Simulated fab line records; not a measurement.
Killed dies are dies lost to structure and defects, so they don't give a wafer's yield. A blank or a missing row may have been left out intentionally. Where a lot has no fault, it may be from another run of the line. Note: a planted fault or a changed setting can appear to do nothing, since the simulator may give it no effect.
Problem report, 8D (eight disciplines) form, completed by code / flow sky130 / the parts of the form that need people (team, actions taken, sign-off) are left out

## 1. PROBLEM STATEMENT
killed_at_other at SKY_PAD_OPEN_PROBE_99 reads a mean of 17.8 on 4 wafers of 2 lots; wafers without a fault read 0.3 with a standard deviation of 0.51. Measured from the usual mean, that is +34 standard deviations.
First observed at day 51 05:54: wafer L142.2, on prober-01. The record has a number at this step for 6 wafers belonging to 2 lots. Rule for "out", or "out of limits": more than 4 standard deviations from the usual mean. The other wafers with a number count as sound.

## 2. WHAT IT IS, AND WHAT IT ISN'T
question=which readings at this step | is=killed_at_other | is not=killed_at_M0_to_M3, killed_at_M4_up, killed_at_contacts, killed_at_front_end, killed_dies, killed_open
question=which lots | is=L141, L142 | is not=-
question=which wafers of those lots | is=L141.1, L141.3, L142.2, L142.5 | is not=L141.4, L142.1
question=read on which tools | is=prober-01, prober-02 | is not=-
question=when | is=from day 51 05:54 | is not=up to then (1 sound wafer); but 1 sound wafer of L141 came after

## 3. WHAT RULES OUT EACH SUSPECT
Counting: a tool at a process step up to the reading stays a suspect if it ran every lot that is out. Sound lots after the first of them don't rule it out here, since some wafers of a struck lot are sound.
- plasma_asher-04 at SKY_RES_PROTECT_STRIP_07 (strips in O2/N2): kept. It ran every lot that is out, first L142 (day 23 03:44).
- At SKY_RES_PROTECT_STRIP_07 on plasma_asher-04, chamber 0 took the sound wafers of the same lots and chamber 1 took the wafers that are out.
After counting, what remains is plasma_asher-04 at SKY_RES_PROTECT_STRIP_07.

## 4. THE CAUSE (what the simulator had put in)
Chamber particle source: plasma_asher-04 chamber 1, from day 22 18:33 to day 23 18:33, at SKY_RES_PROTECT_STRIP_07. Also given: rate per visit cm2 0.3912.
The count eliminated every tool but this one.

## 5. THE EFFECT CHAIN, in route order
Each row: a reading where the mean over the struck wafers with a number is more than 3 standard deviations away from the usual. Readings are gone through only where the record gives a usual standard deviation; hours: the median, over the lots, of the time from a lot's start at the first step in this table giving one to that lot's start at this step; sigmas: the change measured in usual standard deviations.
hours=0; step=SKY_PAD_OPEN_PROBE_99; reading=killed_at_other; usual=0.3; on struck wafers=17.8; change=+17.4; sigmas=+34
The process steps in it:
- SKY_PAD_OPEN_PROBE_99

## 6. HOW IT WOULD HAVE BEEN CAUGHT EARLIER
In this record no reading fell out of limits until day 51 05:54, 683 hours after the fault had begun at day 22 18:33.
Tool readings at SKY_RES_PROTECT_STRIP_07 with a usual standard deviation given in the record: none out on any struck wafer, hence no alarm at a limit of 4 standard deviations on them.
By day 51 05:54, every lot that is out (2) had started SKY_RES_PROTECT_STRIP_07 on plasma_asher-04. A hold on the tool at that time would have spared none of them.
